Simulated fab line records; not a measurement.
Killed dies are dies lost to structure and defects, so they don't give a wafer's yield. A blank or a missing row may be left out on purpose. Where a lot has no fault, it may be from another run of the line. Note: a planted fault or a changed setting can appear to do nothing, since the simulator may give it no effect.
The same fault as seen by 2 desks    flow gf180mcu    each desk holds nothing but its own numbers, with what lay behind them at the end

== AT THE METROLOGY DESK ==
What the gauges read for every lot (on any tool): the sampled wafers with a number, averaged. The brackets show how far a lot's mean lies from the usual mean; more than 4 standard deviations puts the lot out of limits, marked OUT.
Columns: A = STI_OXIDATION_02_THK at GF_STI_THK_MEAS_30, usual 9.97 nm; B = V2_BOW at GF_V2_BOW_MEAS_05, usual 100 um; C = V2_OVL at GF_V2_OVL_MEAS_15, usual -6 nm; D = V3_CVD_02_THK at GF_V3_THK_MEAS_03, usual 851 nm
lot   first seen here  A               B    C    D
L227  day 2 09:08      10.13           100  -3   862
L228  day 2 12:05      9.82            99   -7   856
L229  day 2 16:32      9.89            100  -8   863
L230  day 2 21:08      9.67            98   1    868
L231  day 3 02:11      10.00           109  -7   852
L232  day 3 07:40      9.79            102  -6   868
L233  day 3 13:07      10.04           90   -6   868
L234  day 3 17:26      10.13           101  -14  853
L239  day 4 20:17      7.14 (-17) OUT  105  -15  853
L240  day 5 00:22      7.19 (-16) OUT  100  -17  846
L247  day 6 15:08      10.11           97   -1   852
This desk reports L239, L240 out of limits; the earliest was L239 at day 4 20:17 (STI_OXIDATION_02_THK at GF_STI_THK_MEAS_30). L227, L228, L229, L230, L231, L232, L233, L234, L247: within limits.

== AT THE TOOL OWNER'S DESK: furnace-01 ==
The tool's own readings at GF_STI_OXIDATION_29 (stabilise 600 s, purge 300 s, target thk 10 nm): means of the sampled wafers that have a number, for each lot that ran on this tool. The brackets show how far a lot's mean lies from the usual mean; more than 4 standard deviations puts the lot out of limits, marked OUT.
Columns: A = spike-tc-top-C at GF_STI_OXIDATION_29, usual 909.1 C; B = zone-power-bottom-pct at GF_STI_OXIDATION_29, usual 28.2 %
lot   first seen here  A      B
L230  day 2 19:43      907.1  29.3
L233  day 3 11:43      905.6  29.0
L239  day 4 18:53      907.8  29.4
L240  day 4 22:58      907.5  29.5
Finding of this desk: none of the 4 lots has anything out of limits.

== PUT TOGETHER ==
The metrology desk could have raised an alarm at day 4 20:17, on L239, L240.
The desk of the tool owner found nothing out of limits.
On record at the tool owner's desk: L239, L240, within its limits.
The lots listed all ran GF_STI_OXIDATION_29 on furnace-01.

== WHAT THE SIMULATOR HAD PUT IN ==
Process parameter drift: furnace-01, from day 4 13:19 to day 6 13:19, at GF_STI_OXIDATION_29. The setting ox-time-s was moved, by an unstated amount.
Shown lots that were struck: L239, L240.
Hours from the fault's start to each desk's first reading out of limits: the metrology desk, 7.
